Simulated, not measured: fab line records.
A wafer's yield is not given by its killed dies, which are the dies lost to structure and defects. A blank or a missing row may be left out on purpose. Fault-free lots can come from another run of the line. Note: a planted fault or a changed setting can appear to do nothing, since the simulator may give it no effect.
fab line records	flow sky130
[record] lots = 7	wafers = 19	lastDay = 50
route steps=708 shown RES_XHIGH@332 SD_N@342
lots that met no fault: from a run of the same line without faults
startH: hours from the record's first day to the start of the lot's first wafer shown	waitH: hours elapsed since this lot's preceding step	" same as the row above	L1.1+2: several wafers, shown together as one row	- no value present, or no start provided	* or withheld: withheld	< > ~ a bound
route shown NAME@n: names a module that has steps shown in the file, with the first one's number in the route	usual: the fault-free wafers' mean and standard deviation	same: alike in all rows	chamber/n: place in a boat	sites: readings site by site	_std_site: standard deviation of those values	_edge_site: mean of outer sites minus mean of inner sites	radiusMm: how far each site lies from the wafer's centre	mask NAME#n: copy n	behind: tool/chamber where the wafer was last shaped	hold: the reason the lot was held/the length of the hold in hours/how it ended	device: the transistor (n, p or np) that didn't switch	end of line: tests of these same wafers at the route's end	for a step that has no rows: nothing shown but its recipe	killed: not the wafer's yield, but the dies lost to structure and defects at the first sort	map: the dies of a wafer, with x for killed, . for not killed, _ for no die there
set.NAME: the setting as run; set.NAME@STEP: as run at that earlier step	model.NAME: the simulator's own value behind a step, which no gauge read
a table for each step, a row for each wafer; lots at some steps of the route
services: the hour from which a tool's chamber was out of use, counted from the record's first day as startH (under 0 if before that day), plus the number of hours and why
[[steps]]
[step SKY_RES_XHIGH_DEHYDRATE_00]
[recipe] tempC = 200	timeS = 60
[step SKY_RES_XHIGH_HMDS_01]
[recipe] primeTimeS = 60	primeTempC = 120
[step SKY_RES_XHIGH_COAT_02]
[recipe] resist = NOVOLAK	spinRpm = 3000	resistThkNm = 1140
[step SKY_RES_XHIGH_SOFTBAKE_03]
[recipe] tempC = 90	timeS = 60	resist = NOVOLAK
[step SKY_RES_XHIGH_EXPOSE_04]
[recipe] maskId = URPM	na = 0.6	sourceShape = conventional	sigmaOuter = 0.6	polarization = unpolarized	targetCdNm = 1270	doseMj = 140
[step SKY_RES_XHIGH_PEB_05]
[recipe] tempC = withheld	timeS = *	resist = NOVOLAK
[step SKY_RES_XHIGH_DEVELOP_06]
[recipe] resist = NOVOLAK	developer = TMAH	developTimeS = 60	devTempC = 23
[step SKY_RES_XHIGH_IMPLANT_07]
[recipe] species = BF2	energyKev = 20	doseCm2 = 3.6e+14	tiltDeg = 0
[step SKY_RES_XHIGH_STRIP_08]
[recipe] chemistry = O2/N2	powerW = 1400	pressureMtorr = 1500	platenTempC = withheld	o2FlowSccm = 3000	n2FlowSccm = 300	overashFraction = 0.5
[usual] drypumpMotorCurrentA = 5.8/0.46	oesProductAu = 0.711/0.0047	stripTimeToEndpointS = 14.29/0.046
[same] overashFraction = 0.5
lot.wafer	tool	chamber	startH	waitH	drypumpMotorCurrentA	oesProductAu	rfHoursCounterH	stripTimeToEndpointS
L845.3	plasmaAsher-01	1	618.15	0.1	5.8	0.715	-	14.24
L845.4	"	0	"	"	5.3	0.724	-	14.25
L845.5	"	1	"	"	5.7	0.713	-	14.25
L850.3	plasmaAsher-01	1	668.17	0.1	5.7	0.707	-	14.30
L850.5	"	1	"	"	5.7	0.714	-	14.28
L850.6	"	0	"	"	5.3	0.713	-	14.29
L858.2	plasmaAsher-01	0	717.81	0.1	5.3	0.709	94	14.21
L858.6	"	1	"	"	5.8	0.717	-	14.24
L859.2	plasmaAsher-01	0	735.61	0.1	5.3	0.714	95	14.25
L859.6	"	0	"	"	5.3	0.710	-	14.28
L861.4	plasmaAsher-03	1	760.32	0.1	6.0	0.711	-	14.23
L861.5	"	0	"	"	5.8	0.706	-	14.31
L861.6	"	1	"	"	6.0	0.713	-	14.28
L867.1	plasmaAsher-01	1	793.99	0.1	5.7	0.705	101	14.36
L867.5	"	1	"	"	5.7	0.716	-	14.31
L867.6	"	0	"	"	5.3	0.712	-	14.32
L868.1	plasmaAsher-01	1	799.24	0.1	5.7	0.712	102	14.32
L868.4	"	0	"	"	5.3	0.719	-	14.34
L868.5	"	1	"	"	5.7	0.710	-	14.32
[step SKY_RES_XHIGH_TW_MEAS_09]
[usual] RES_XHIGH_TW = 1644/16
lot.wafer	tool	chamber	startH	waitH	RES_XHIGH_TW
L845.3	filmMetro-03	-	618.24	0.1	1619
L845.4	"	-	"	"	1620
L845.5	"	-	"	"	1618
L850.3	filmMetro-01	-	668.26	0.1	1647
L850.5	"	-	"	"	1653
L850.6	"	-	"	"	1650
L858.2	filmMetro-01	-	717.92	0.1	1634
L858.6	"	-	"	"	1630
L859.2	filmMetro-02	-	735.72	0.1	1669
L859.6	"	-	"	"	1663
L861.4	filmMetro-03	-	760.42	0.1	1630
L861.5	"	-	"	"	1623
L861.6	"	-	"	"	1627
L867.1	filmMetro-02	-	794.09	0.1	1657
L867.5	"	-	"	"	1661
L867.6	"	-	"	"	1654
L868.1	filmMetro-02	-	799.34	0.1	1663
L868.4	"	-	"	"	1656
L868.5	"	-	"	"	1665
[step SKY_SD_N_DEHYDRATE_00]
[recipe] tempC = 200	timeS = 60
[step SKY_SD_N_HMDS_01]
[recipe] primeTimeS = 60	primeTempC = 120
[step SKY_SD_N_COAT_02]
[recipe] resist = NOVOLAK	spinRpm = 3000	resistThkNm = 1140
[usual] exhaustPa = 44.8/0.96
lot.wafer	tool	chamber	startH	waitH	exhaustPa	model.NOVOLAK_of_SD_N_COAT_02.thkNm
L845.3	lithoTrack-01	0	632.30	0.1	45.4	1146
L845.4	"	0	"	"	46.2	1142
L845.5	"	0	"	"	44.2	1145
L850.3	lithoTrack-02	0	681.69	0.1	46.4	1140
L850.5	"	0	"	"	45.6	1138
L850.6	"	0	"	"	45.4	1136
L858.2	lithoTrack-03	0	732.14	0.1	45.8	792.1
L858.6	"	0	"	"	45.0	1146
L859.2	lithoTrack-03	0	748.04	0.1	45.4	792.1
L859.6	"	0	"	"	45.5	1144
L861.4	lithoTrack-03	0	772.59	0.1	46.3	1137
L861.5	"	0	"	"	45.8	791.8
L861.6	"	0	"	"	46.1	1140
L867.1	lithoTrack-01	0	806.00	0.1	45.2	1145
L867.5	"	0	"	"	46.6	1144
L867.6	"	0	"	"	45.8	1141
L868.1	lithoTrack-02	0	812.99	0.1	43.4	1141
L868.4	"	0	"	"	43.8	1139
L868.5	"	0	"	"	43.5	1140
[step SKY_SD_N_SOFTBAKE_03]
[recipe] tempC = 90	timeS = 60	resist = NOVOLAK
[step SKY_SD_N_EXPOSE_04]
[recipe] maskId = NSDM	na = 0.6	sourceShape = conventional	sigmaOuter = 0.6	polarization = unpolarized	targetCdNm = 380	doseMj = 141
[step SKY_SD_N_PEB_05]
[recipe] tempC = withheld	timeS = *	resist = NOVOLAK
[step SKY_SD_N_DEVELOP_06]
[recipe] resist = NOVOLAK	developer = TMAH	developTimeS = 60	devTempC = 23
[usual] exhaustPa = 45.0/0.78
lot.wafer	tool	chamber	startH	waitH	exhaustPa	model.NOVOLAK_of_SD_N_COAT_02.thkNm
L845.3	lithoTrack-03	0	646.71	0.1	43.3	1145
L845.4	"	0	"	"	44.8	1142
L845.5	"	0	"	"	45.1	1144
L850.3	lithoTrack-01	0	696.25	0.1	44.4	1139
L850.5	"	0	"	"	45.3	1138
L850.6	"	0	"	"	45.9	1135
L858.2	lithoTrack-01	0	744.68	0.1	45.1	791.7
L858.6	"	0	"	"	45.4	1145
L859.2	lithoTrack-03	0	762.49	0.1	46.3	791.7
L859.6	"	0	"	"	44.6	1144
L861.4	lithoTrack-03	0	786.84	0.1	44.4	1137
L861.5	"	0	"	"	44.5	791.4
L861.6	"	0	"	"	44.7	1139
L867.1	lithoTrack-01	0	819.70	0.1	45.0	1144
L867.5	"	0	"	"	44.1	1143
L867.6	"	0	"	"	44.9	1140
L868.1	lithoTrack-02	0	825.24	0.1	45.1	1140
L868.4	"	0	"	"	45.9	1138
L868.5	"	0	"	"	45.6	1140
[step SKY_SD_N_CD_MEAS_07]
[recipe] targetCdNm = 380
[usual] cdNm = 379.8/2.7
lot.wafer	tool	chamber	startH	waitH	cdNm
L845.3	cdSem-02	-	647.09	0.4	379.6
L845.4	"	-	"	"	382.4
L845.5	"	-	"	"	380.0
L850.3	cdSem-02	-	696.39	0.1	380.3
L850.5	"	-	"	"	381.3
L850.6	"	-	"	"	382.1
L858.2	cdSem-02	-	744.82	0.1	415.3
L858.6	"	-	"	"	374.4
L859.2	cdSem-02	-	762.63	0.1	413.7
L859.6	"	-	"	"	376.9
L861.4	cdSem-02	-	786.97	0.1	377.7
L861.5	"	-	"	"	417.6
L861.6	"	-	"	"	379.4
L867.1	cdSem-01	-	819.85	0.1	384.5
L867.5	"	-	"	"	383.1
L867.6	"	-	"	"	384.9
L868.1	cdSem-01	-	825.39	0.1	374.5
L868.4	"	-	"	"	373.6
L868.5	"	-	"	"	375.8
[step SKY_SD_N_OVL_MEAS_08]
[usual] SD_N_OVL = -0.1/1.4
lot.wafer	tool	chamber	startH	waitH	SD_N_OVL[nm]
L845.3	overlay-02	-	647.18	0.1	0.6
L845.4	"	-	"	"	1.8
L845.5	"	-	"	"	-1.4
L850.3	overlay-01	-	696.49	0.1	-1.0
L850.5	"	-	"	"	-1.5
L850.6	"	-	"	"	0.2
L858.2	overlay-02	-	744.93	0.1	0.0
L858.6	"	-	"	"	-0.5
L859.2	overlay-01	-	762.74	0.1	0.4
L859.6	"	-	"	"	-1.9
L861.4	overlay-01	-	787.05	0.1	0.5
L861.5	"	-	"	"	-0.4
L861.6	"	-	"	"	0.7
L867.1	overlay-01	-	819.97	0.1	1.5
L867.5	"	-	"	"	0.7
L867.6	"	-	"	"	0.9
L868.1	overlay-02	-	825.51	0.1	-0.7
L868.4	"	-	"	"	-2.8
L868.5	"	-	"	"	-1.4
[step SKY_SD_N_IMPLANT_09]
[recipe] species = As	energyKev = 50	doseCm2 = 4e+15	tiltDeg = 0
[step SKY_SD_N_IMPLANT_10]
[recipe] species = P	energyKev = 20	doseCm2 = 1e+14	tiltDeg = 0
[step SKY_SD_N_STRIP_11]
[recipe] chemistry = O2/N2	powerW = 1400	pressureMtorr = 1500	platenTempC = withheld	o2FlowSccm = 3000	n2FlowSccm = 300	overashFraction = 0.5
[usual] drypumpMotorCurrentA = 5.7/0.45	oesProductAu = 0.527/0.0044	stripTimeToEndpointS = 22.57/0.04
[same] overashFraction = 0.5
lot.wafer	tool	chamber	startH	waitH	drypumpMotorCurrentA	oesProductAu	rfHoursCounterH	stripTimeToEndpointS
L845.3	plasmaAsher-02	0	647.54	0.1	6.6	0.528	-	22.64
L845.4	"	1	"	"	5.4	0.533	-	22.57
L845.5	"	1	"	"	5.4	0.527	-	22.58
L850.3	plasmaAsher-01	1	696.84	0.1	5.8	0.518	-	22.55
L850.5	"	1	"	"	5.7	0.532	-	22.55
L850.6	"	0	"	"	5.3	0.527	-	22.50
L858.2	plasmaAsher-01	1	745.26	0.1	5.7	0.477	97	18.66
L858.6	"	0	"	"	5.3	0.529	-	22.65
L859.2	plasmaAsher-01	0	763.07	0.1	5.3	0.492	98	18.59
L859.6	"	1	"	"	5.7	0.528	-	22.59
L861.4	plasmaAsher-01	1	787.40	0.1	5.7	0.525	-	22.49
L861.5	"	1	"	"	5.7	0.483	-	18.61
L861.6	"	0	"	"	5.2	0.518	-	22.53
L867.1	plasmaAsher-02	0	820.31	0.1	6.6	0.537	65	22.58
L867.5	"	0	"	"	6.6	0.527	-	22.57
L867.6	"	1	"	"	5.5	0.534	-	22.53
L868.1	plasmaAsher-01	1	825.84	0.1	5.7	0.525	105	22.58
L868.4	"	0	"	"	5.2	0.532	-	22.54
L868.5	"	0	"	"	5.3	0.526	-	22.58
[step SKY_SD_N_TW_MEAS_12]
[usual] SD_N_TW = 3989/44
lot.wafer	tool	chamber	startH	waitH	SD_N_TW
L845.3	filmMetro-03	-	647.62	0.1	3968
L845.4	"	-	"	"	3986
L845.5	"	-	"	"	3996
L850.3	filmMetro-02	-	696.93	0.1	4061
L850.5	"	-	"	"	4041
L850.6	"	-	"	"	4051
L858.2	filmMetro-03	-	745.37	0.1	3932
L858.6	"	-	"	"	3944
L859.2	filmMetro-02	-	763.18	0.1	4022
L859.6	"	-	"	"	4012
L861.4	filmMetro-03	-	787.50	0.1	3954
L861.5	"	-	"	"	3958
L861.6	"	-	"	"	3951
L867.1	filmMetro-02	-	820.41	0.1	4030
L867.5	"	-	"	"	4026
L867.6	"	-	"	"	4022
L868.1	filmMetro-01	-	825.94	0.1	3963
L868.4	"	-	"	"	3984
L868.5	"	-	"	"	3971
[[services]]
tool	chamber	startH	hours	kind
plasmaAsher-01	-	599.68	2.8	pm
plasmaAsher-01	-	728.96	0.9	repair
plasmaAsher-03	-	802.61	2.8	pm
[[key]]
[firstSign] step = SKY_SD_N_CD_MEAS_07	reading = cdNm	direction = up	sigmas = 13	usual = 379.8	struck = 415.5
[effect] step = SKY_SD_N_STRIP_11	reading = stripTimeToEndpointS	direction = down	sigmas = 98	usual = *	struck = *
[modelEffect] step = SKY_SD_N_COAT_02	value = NOVOLAK_of_SD_N_COAT_02.thkNm	without = 1141	struck = 792
[modelEffect] step = SKY_SD_N_DEVELOP_06	value = NOVOLAK_of_SD_N_COAT_02.thkNm	without = 1141	struck = 791.6
metAt SKY_SD_N_COAT_02
struckWafers L858.2,L859.2,L861.5
testerLeftOut L858,L859,L861
[fault] kind = processParameterDrift	tool = lithoTrack-03	chamber = -	onsetH = 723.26	steps = SKY_SD_N_COAT_02	channel = resistThkNm	offset = -348.71	shape = step	endH = 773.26	scope = struckWafersOnly	actsIn = theseRecipesOnly	stated = 1140
// testerLeftOut: of these lots the tester's yield and bins aren't shown, on N5 and GAA mostly nor the transistor test; their killed dies are dies lost to structure and defects alone, not to doping, threshold or leakage, so they don't give the yield
